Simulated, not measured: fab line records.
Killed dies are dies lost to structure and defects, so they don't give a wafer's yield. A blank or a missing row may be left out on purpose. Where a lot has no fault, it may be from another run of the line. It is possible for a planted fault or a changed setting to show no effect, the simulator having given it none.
fab line records    flow sky130
record: lots: 14  wafers: 42  lastDay: 50
route steps=708 shown PWDE@55 VT_ADJUST_HVTP@96 VT_ADJUST_LVTN@112 PAD_OPEN@708
lots that met no fault: from a run of the same line without faults
startH: start of the lot's first displayed wafer, in hours after the record's first day    waitH: time in hours since the lot's previous step    " same as the row above    L1.1+2: one row covering several wafers at once    - no value, or no start was given    * or withheld: withheld    < > ~ a bound
route shown NAME@n: a module of which the file shows steps, and the number in the route of the first    usual: mean/standard deviation of fault-free wafers    same: alike in all rows    chamber/n: place in a boat    sites: readings site by site    _std_site: standard deviation across them    _edge_site: outer sites' mean less inner sites'    radiusMm: for every site, how far away it sits from the centre of the wafer    mask NAME#n: copy n    behind: the most recent tool/chamber to have shaped the wafer    hold: the reason the lot was held/the length of the hold in hours/how it ended    device: which transistor (n, p or np) failed to switch    end of line: the same wafers' tests at the end of the route    a step given without rows: its recipe and nothing more    killed: count of dies lost to structure and defects at first sort (not the wafer's yield)    map: the dies of a wafer, with x for killed, . for not killed, _ for no die there
set.NAME: setting as actually run; set.NAME@STEP: the setting as run at that earlier step    model.NAME: the simulator's own value behind a step, which no gauge read
a sample of lots followed through the steps of the route, with each step as a table and each wafer as a row
services: a tool's chamber out of use, with start hour (startH, from the record's first day; less than 0 if before it), hours out, and reason
== steps ==
step: SKY_PWDE_TW_MEAS_10
usual: PWDE_TW: 374/3.4
lot.wafer  tool          chamber  startH  waitH  PWDE_TW
L438.1     filmMetro-02  -        77.57   0.1    374
L438.4     "             -        "       "      374
L438.5     "             -        "       "      375
L437.3     filmMetro-04  -        78.40   0.1    375
L437.4     "             -        "       "      377
L437.6     "             -        "       "      378
L440.2     filmMetro-02  -        83.84   0.1    375
L440.3     "             -        "       "      376
L440.6     "             -        "       "      377
L441.3     filmMetro-01  -        87.30   0.1    368
L441.4     "             -        "       "      368
L441.5     "             -        "       "      369
L442.1     filmMetro-01  -        95.18   0.1    367
L442.3     "             -        "       "      369
L442.5     "             -        "       "      367
L443.2     filmMetro-04  -        103.14  0.1    377
L443.5     "             -        "       "      376
L443.6     "             -        "       "      378
L444.1     filmMetro-02  -        110.14  0.1    377
L444.2     "             -        "       "      379
L444.5     "             -        "       "      377
L446.1     filmMetro-01  -        127.49  0.1    373
L446.3     "             -        "       "      373
L446.5     "             -        "       "      373
L447.1     filmMetro-04  -        128.28  0.1    376
L447.2     "             -        "       "      374
L447.6     "             -        "       "      377
L450.3     filmMetro-04  -        148.36  0.1    371
L450.5     "             -        "       "      372
L450.6     "             -        "       "      373
L452.2     filmMetro-02  -        152.68  0.1    379
L452.3     "             -        "       "      379
L452.6     "             -        "       "      378
L456.3     filmMetro-01  -        178.19  0.1    370
L456.4     "             -        "       "      371
L456.6     "             -        "       "      369
L458.2     filmMetro-01  -        184.40  0.1    371
L458.3     "             -        "       "      368
L458.5     "             -        "       "      371
L459.1     filmMetro-02  -        190.12  0.1    376
L459.3     "             -        "       "      373
L459.4     "             -        "       "      375
step: SKY_VT_ADJUST_HVTP_TW_MEAS_11
usual: VT_ADJUST_HVTP_TW: 1355/12
lot.wafer  tool          chamber  startH  waitH  VT_ADJUST_HVTP_TW
L438.1     filmMetro-02  -        131.17  0.1    1363
L438.4     "             -        "       "      1356
L438.5     "             -        "       "      1358
L437.3     filmMetro-01  -        131.62  0.1    1346
L437.4     "             -        "       "      1348
L437.6     "             -        "       "      1344
L440.2     filmMetro-01  -        136.58  0.1    1343
L440.3     "             -        "       "      1350
L440.6     "             -        "       "      1348
L441.3     filmMetro-02  -        140.39  0.1    1373
L441.4     "             -        "       "      1373
L441.5     "             -        "       "      1375
L442.1     filmMetro-01  -        150.92  0.1    1348
L442.3     "             -        "       "      1343
L442.5     "             -        "       "      1351
L443.2     filmMetro-01  -        161.00  0.1    1346
L443.5     "             -        "       "      1353
L443.6     "             -        "       "      1346
L444.1     filmMetro-01  -        170.07  0.1    1341
L444.2     "             -        "       "      1342
L444.5     "             -        "       "      1347
L446.1     filmMetro-01  -        188.58  0.1    1343
L446.3     "             -        "       "      1343
L446.5     "             -        "       "      1348
L447.1     filmMetro-03  -        190.32  0.1    1362
L447.2     "             -        "       "      1361
L447.6     "             -        "       "      1360
L450.3     filmMetro-03  -        212.54  0.1    1356
L450.5     "             -        "       "      1360
L450.6     "             -        "       "      1360
L452.2     filmMetro-02  -        216.51  0.1    1375
L452.3     "             -        "       "      1366
L452.6     "             -        "       "      1377
L456.3     filmMetro-02  -        245.07  0.1    1358
L456.4     "             -        "       "      1357
L456.6     "             -        "       "      1365
L458.2     filmMetro-01  -        252.50  0.1    1349
L458.3     "             -        "       "      1348
L458.5     "             -        "       "      1342
L459.1     filmMetro-01  -        259.80  0.1    1340
L459.3     "             -        "       "      1338
L459.4     "             -        "       "      1348
step: SKY_VT_ADJUST_LVTN_EXPOSE_15
recipe: maskId: HVN_STD_DERIVED  na: 0.6  sourceShape: conventional  sigmaOuter: 0.6  polarization: unpolarized  targetCdNm: 600  doseMj: 163
lot.wafer   tool             chamber  startH  waitH  mask
L438.1+4+5  ilineStepper-01  0        160.84  -      HVN_STD_DERIVED#0
L437.3+4+6  ilineStepper-02  0        162.48  -      HVN_STD_DERIVED#0
L440.2+3+6  ilineStepper-01  0        167.11  -      HVN_STD_DERIVED#0
L441.3+4+5  ilineStepper-01  0        171.44  -      HVN_STD_DERIVED#0
L442.1+3+5  ilineStepper-02  0        182.67  -      HVN_STD_DERIVED#0
L443.2+5+6  ilineStepper-02  0        192.19  -      HVN_STD_DERIVED#0
L444.1+2+5  ilineStepper-01  0        201.91  -      HVN_STD_DERIVED#0
L446.1+3+5  ilineStepper-02  0        220.64  -      HVN_STD_DERIVED#0
L447.1+2+6  ilineStepper-02  0        222.45  -      HVN_STD_DERIVED#0
L450.3+5+6  ilineStepper-01  0        247.09  -      HVN_STD_DERIVED#0
L452.2+3+6  ilineStepper-01  0        251.24  -      HVN_STD_DERIVED#0
L456.3+4+6  ilineStepper-01  0        281.03  -      HVN_STD_DERIVED#0
L458.2+3+5  ilineStepper-02  0        288.10  -      HVN_STD_DERIVED#0
L459.1+3+4  ilineStepper-02  0        295.19  -      HVN_STD_DERIVED#0
step: SKY_VT_ADJUST_LVTN_OVL_MEAS_18
usual: VT_ADJUST_LVTN_01_OVL: -0.3/1.3
lot.wafer  tool        chamber  startH  waitH  VT_ADJUST_LVTN_01_OVL[nm]
L438.1     overlay-01  -        170.62  0.1    0.2
L438.4     "           -        "       "      -0.5
L438.5     "           -        "       "      0.2
L437.3     overlay-02  -        171.95  0.1    -1.2
L437.4     "           -        "       "      -0.5
L437.6     "           -        "       "      0.9
L440.2     overlay-01  -        175.92  0.1    2.0
L440.3     "           -        "       "      2.2
L440.6     "           -        "       "      1.0
L441.3     overlay-02  -        182.08  0.1    -3.1
L441.4     "           -        "       "      -0.8
L441.5     "           -        "       "      -0.9
L442.1     overlay-01  -        192.47  0.1    -0.3
L442.3     "           -        "       "      1.3
L442.5     "           -        "       "      -0.8
L443.2     overlay-02  -        202.76  0.1    0.0
L443.5     "           -        "       "      1.0
L443.6     "           -        "       "      0.7
L444.1     overlay-01  -        212.60  0.1    -0.4
L444.2     "           -        "       "      -1.8
L444.5     "           -        "       "      0.1
L446.1     overlay-01  -        232.60  0.1    0.8
L446.3     "           -        "       "      1.9
L446.5     "           -        "       "      2.3
L447.1     overlay-02  -        233.85  0.1    -1.9
L447.2     "           -        "       "      -0.7
L447.6     "           -        "       "      0.5
L450.3     overlay-01  -        259.43  0.1    -1.1
L450.5     "           -        "       "      -0.5
L450.6     "           -        "       "      0.1
L452.2     overlay-02  -        263.22  0.1    180.6
L452.3     "           -        "       "      179.4
L452.6     "           -        "       "      179.8
L456.3     overlay-02  -        292.38  0.1    179.0
L456.4     "           -        "       "      180.3
L456.6     "           -        "       "      180.8
L458.2     overlay-02  -        300.36  0.1    -0.1
L458.3     "           -        "       "      1.2
L458.5     "           -        "       "      0.2
L459.1     overlay-02  -        308.12  0.1    0.2
L459.3     "           -        "       "      -0.5
L459.4     "           -        "       "      0.2
step: SKY_VT_ADJUST_LVTN_TW_MEAS_21
usual: VT_ADJUST_LVTN_2_TW: 188.6/1.2
lot.wafer  tool          chamber  startH  waitH  VT_ADJUST_LVTN_2_TW
L438.1     filmMetro-02  -        170.90  0.1    189.5
L438.4     "             -        "       "      188.0
L438.5     "             -        "       "      187.9
L437.3     filmMetro-04  -        172.25  0.1    186.8
L437.4     "             -        "       "      187.1
L437.6     "             -        "       "      188.4
L440.2     filmMetro-04  -        176.21  0.1    187.3
L440.3     "             -        "       "      186.7
L440.6     "             -        "       "      186.3
L441.3     filmMetro-03  -        182.37  0.1    189.3
L441.4     "             -        "       "      189.2
L441.5     "             -        "       "      189.1
L442.1     filmMetro-02  -        192.75  0.1    191.1
L442.3     "             -        "       "      191.2
L442.5     "             -        "       "      191.1
L443.2     filmMetro-03  -        203.05  0.1    189.1
L443.5     "             -        "       "      188.1
L443.6     "             -        "       "      188.0
L444.1     filmMetro-04  -        212.89  0.1    187.7
L444.2     "             -        "       "      188.5
L444.5     "             -        "       "      188.3
L446.1     filmMetro-03  -        232.89  0.1    189.9
L446.3     "             -        "       "      188.8
L446.5     "             -        "       "      188.4
L447.1     filmMetro-03  -        234.14  0.1    189.0
L447.2     "             -        "       "      189.2
L447.6     "             -        "       "      189.3
L450.3     filmMetro-04  -        259.72  0.1    187.1
L450.5     "             -        "       "      187.4
L450.6     "             -        "       "      186.8
L452.2     filmMetro-02  -        263.51  0.1    187.8
L452.3     "             -        "       "      189.8
L452.6     "             -        "       "      188.3
L456.3     filmMetro-04  -        292.67  0.1    187.1
L456.4     "             -        "       "      187.9
L456.6     "             -        "       "      186.7
L458.2     filmMetro-04  -        300.65  0.1    186.4
L458.3     "             -        "       "      187.3
L458.5     "             -        "       "      187.2
L459.1     filmMetro-02  -        308.40  0.1    189.9
L459.3     "             -        "       "      189.3
L459.4     "             -        "       "      189.0
step: SKY_PAD_OPEN_PROBE_99
usual: killed_at_M0_to_M3: 43/7.2  killed_at_M4_up: 3.1/1.8  killedAtContacts: 24/5.4  killedAtFrontEnd: 15/4.4  killedAtOther: 0.4/0.56  killedDies: 86/9.3  killedOpen: 47/6.9  killedShort: 39/6.6
same: grossDies: 492  killedAtBackSide: 0
lot.wafer  tool       chamber  startH   waitH  killed_at_M0_to_M3  killed_at_M4_up  killedAtContacts  killedAtFrontEnd  killedAtOther  killedDies  killedOpen  killedShort
L438.1     prober-01  -        1084.52  0.1    46                  1                26                22                0              95          52          43
L438.4     prober-01  -        1084.67  0.2    45                  3                17                14                0              79          45          34
L438.5     prober-01  -        1084.72  0.2    61                  4                18                17                0              100         58          42
L437.3     prober-02  -        1088.77  0.2    31                  4                19                23                0              77          55          22
L437.4     prober-02  -        1088.82  0.2    37                  7                23                24                0              91          45          46
L437.6     prober-02  -        1088.92  0.2    44                  3                23                24                0              94          54          40
L440.2     prober-02  -        1093.60  0.1    42                  3                23                14                0              82          40          42
L440.3     prober-02  -        1093.65  0.2    42                  4                20                13                0              79          36          43
L440.6     prober-02  -        1093.80  0.2    44                  5                19                19                1              88          47          41
L441.3     prober-01  -        1095.42  0.2    50                  5                25                20                1              101         59          42
L441.4     prober-01  -        1095.47  0.2    45                  5                31                19                0              100         46          54
L441.5     prober-01  -        1095.52  0.2    52                  4                21                19                0              96          48          48
L447.1     prober-02  -        1138.69  0.1    46                  2                23                17                0              88          45          43
L447.2     prober-02  -        1138.74  0.1    43                  2                30                13                0              88          52          36
L447.6     prober-02  -        1138.94  0.2    44                  4                25                13                0              86          54          32
L446.1     prober-01  -        1142.17  0.1    34                  1                22                15                1              73          46          27
L446.3     prober-01  -        1142.27  0.2    50                  1                39                15                0              105         59          45
L446.5     prober-01  -        1142.37  0.2    45                  6                40                8                 0              99          58          40
L450.3     prober-02  -        1158.65  0.2    41                  3                31                13                1              89          50          38
L450.5     prober-02  -        1158.75  0.2    42                  4                25                16                0              87          57          30
L450.6     prober-02  -        1158.80  0.2    39                  2                32                11                1              85          53          31
killed by level:class
L438.1 VIA1:geometricParticle:open=14 LI_CONTACT:geometricParticle:open=8 FIELD_ISO:geometricParticle:short=6 CONTACT:geometricParticle:open=6 VIA2:geometricParticle:open=6 LI_CONTACT:geometricParticle:short=5 VIA1:geometricParticle:short=5 VIA3:geometricParticle:open=5
L438.4 CONTACT:geometricParticle:open=10 VIA3:geometricParticle:open=10 VIA2:geometricParticle:open=7 VIA1:geometricParticle:open=5 METAL2:geometricParticle:short=5 POLY_GATE:geometricParticle:open=4 POLY_GATE:geometricParticle:short=4 VIA1:geometricParticle:short=4
L438.5 VIA1:geometricParticle:open=16 VIA2:geometricParticle:open=8 VIA3:geometricParticle:open=7 FIELD_ISO:geometricParticle:open=6 METAL1:geometricParticle:short=6 VIA1:geometricParticle:short=6 LI_CONTACT:geometricParticle:open=5 LOCAL_INTERCONNECT:geometricParticle:short=5
L437.3 VIA2:geometricParticle:open=9 LI_CONTACT:geometricParticle:open=8 VIA1:geometricParticle:open=8 POLY_GATE:geometricParticle:open=7 CONTACT:geometricParticle:open=7 FIELD_ISO:geometricParticle:open=6 VIA3:geometricParticle:open=5 FIELD_ISO:geometricParticle:short=4
L437.4 FIELD_ISO:geometricParticle:open=11 VIA1:geometricParticle:short=8 FIELD_ISO:geometricParticle:short=7 CONTACT:geometricParticle:short=7 CONTACT:geometricParticle:open=7 VIA1:geometricParticle:open=7 METAL1:geometricParticle:short=6 METAL2:geometricParticle:short=4
L437.6 VIA1:geometricParticle:open=15 FIELD_ISO:geometricParticle:short=7 CONTACT:geometricParticle:open=7 POLY_GATE:geometricParticle:short=6 LI_CONTACT:geometricParticle:open=5 CONTACT:geometricParticle:short=5 METAL1:geometricParticle:short=5 VIA3:geometricParticle:open=5
L440.2 CONTACT:geometricParticle:open=8 VIA2:geometricParticle:open=8 CONTACT:geometricParticle:short=7 VIA1:geometricParticle:open=7 VIA2:geometricParticle:short=5 METAL3:geometricParticle:short=5 POLY_GATE:geometricParticle:short=4 LI_CONTACT:geometricParticle:short=4
L440.3 VIA1:geometricParticle:open=9 CONTACT:geometricParticle:open=7 METAL3:geometricParticle:short=6 VIA2:geometricParticle:open=5 CONTACT:geometricParticle:short=5 METAL2:geometricParticle:short=5 POLY_GATE:geometricParticle:short=4 VIA1:geometricParticle:short=4
L440.6 CONTACT:geometricParticle:open=9 VIA1:geometricParticle:open=8 LI_CONTACT:geometricParticle:open=6 VIA3:geometricParticle:open=6 VIA1:geometricParticle:short=5 VIA2:geometricParticle:short=5 VIA2:geometricParticle:open=5 POLY_GATE:geometricParticle:open=4
L441.3 VIA1:geometricParticle:open=13 VIA2:geometricParticle:open=11 LI_CONTACT:geometricParticle:open=9 CONTACT:geometricParticle:open=7 POLY_GATE:geometricParticle:short=6 METAL1:geometricParticle:short=6 METAL2:geometricParticle:short=5 FIELD_ISO:geometricParticle:open=4
L441.4 CONTACT:geometricParticle:open=14 VIA1:geometricParticle:open=9 METAL3:geometricParticle:short=7 POLY_GATE:geometricParticle:short=6 CONTACT:geometricParticle:short=6 METAL1:geometricParticle:short=6 FIELD_ISO:geometricParticle:open=5 LI_CONTACT:geometricParticle:open=5
L441.5 VIA1:geometricParticle:open=11 VIA3:geometricParticle:open=9 CONTACT:geometricParticle:open=8 METAL1:geometricParticle:short=8 FIELD_ISO:geometricParticle:short=6 CONTACT:geometricParticle:short=6 VIA2:geometricParticle:open=6 POLY_GATE:geometricParticle:short=5
L447.1 VIA1:geometricParticle:open=11 METAL1:geometricParticle:short=9 CONTACT:geometricParticle:open=7 FIELD_ISO:geometricParticle:short=6 LI_CONTACT:geometricParticle:open=6 CONTACT:geometricParticle:short=6 METAL2:geometricParticle:short=5 FIELD_ISO:geometricParticle:open=4
L447.2 VIA1:geometricParticle:open=14 LI_CONTACT:geometricParticle:open=13 CONTACT:geometricParticle:open=6 VIA1:geometricParticle:short=6 LOCAL_INTERCONNECT:geometricParticle:short=5 CONTACT:geometricParticle:short=5 METAL1:geometricParticle:short=4 METAL1:geometricParticle:open=4
L447.6 VIA1:geometricParticle:open=10 LI_CONTACT:geometricParticle:open=9 CONTACT:geometricParticle:open=9 VIA2:geometricParticle:open=8 METAL1:geometricParticle:short=6 METAL2:geometricParticle:short=5 VIA1:geometricParticle:short=5 FIELD_ISO:geometricParticle:short=4
L446.1 CONTACT:geometricParticle:open=9 VIA1:geometricParticle:open=8 LI_CONTACT:geometricParticle:open=7 VIA3:geometricParticle:open=6 METAL1:geometricParticle:short=5 FIELD_ISO:geometricParticle:open=4 POLY_CUT:geometricParticle:open=4 METAL2:geometricParticle:short=3
L446.3 LI_CONTACT:geometricParticle:open=12 CONTACT:geometricParticle:open=12 VIA1:geometricParticle:short=9 METAL2:geometricParticle:short=8 VIA2:geometricParticle:open=8 VIA3:geometricParticle:open=8 VIA1:geometricParticle:open=7 POLY_GATE:geometricParticle:open=5
L446.5 CONTACT:geometricParticle:open=18 VIA1:geometricParticle:open=12 LI_CONTACT:geometricParticle:open=8 CONTACT:geometricParticle:short=8 VIA3:geometricParticle:open=6 METAL2:geometricParticle:short=5 VIA2:geometricParticle:open=5 VIA2:geometricParticle:short=4
L450.3 VIA1:geometricParticle:open=13 CONTACT:geometricParticle:open=7 LI_CONTACT:geometricParticle:open=6 LOCAL_INTERCONNECT:geometricParticle:short=6 CONTACT:geometricParticle:short=6 VIA1:geometricParticle:short=5 METAL1:geometricParticle:short=5 METAL2:geometricParticle:short=5
L450.5 CONTACT:geometricParticle:open=12 VIA2:geometricParticle:open=8 VIA1:geometricParticle:open=8 VIA3:geometricParticle:open=7 LI_CONTACT:geometricParticle:open=6 FIELD_ISO:geometricParticle:open=5 FIELD_ISO:geometricParticle:short=4 POLY_GATE:geometricParticle:short=4
L450.6 CONTACT:geometricParticle:open=14 VIA2:geometricParticle:open=10 VIA1:geometricParticle:open=9 LI_CONTACT:geometricParticle:open=7 LOCAL_INTERCONNECT:geometricParticle:short=5 METAL1:geometricParticle:short=5 FIELD_ISO:geometricParticle:short=3 CONTACT:geometricParticle:short=3
== services ==
tool             chamber  startH  hours  kind
ilineStepper-01  -        137.75  -      consumableReplace:lamp
ilineStepper-02  0        160.82  -      calibration
ilineStepper-02  -        173.77  -      calibration
ilineStepper-02  -        199.16  4.4    pm
ilineStepper-01  -        205.76  1.7    pm
ilineStepper-01  0        226.27  -      calibration
ilineStepper-02  -        240.56  6.2    repair
ilineStepper-01  -        268.14  1.0    repair
ilineStepper-02  -        284.16  1.7    pm
== key ==
firstSign: step: SKY_VT_ADJUST_LVTN_OVL_MEAS_18  reading: VT_ADJUST_LVTN_01_OVL  direction: up  sigmas: 99+  usual: -0.3  struck: 180.0
effect none on later readings
metAt SKY_VT_ADJUST_LVTN_EXPOSE_15
struckLots L452,L456
testerLeftOut L452,L456
notActingAt SKY_PWDE_TW_MEAS_10,SKY_VT_ADJUST_HVTP_TW_MEAS_11,SKY_VT_ADJUST_LVTN_TW_MEAS_21
onsetBetween 247.09 251.24
fault: kind: scannerMatchingOverlay  tool: ilineStepper-01  chamber: -  onsetH: 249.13  steps: SKY_VT_ADJUST_LVTN_EXPOSE_15  offset: 180.89
testerLeftOut: of these lots the tester's yield and bins aren't shown, on N5 and GAA mostly nor the transistor test; their killed dies are dies lost to structure and defects alone, not to doping, threshold or leakage, so they don't give the yield
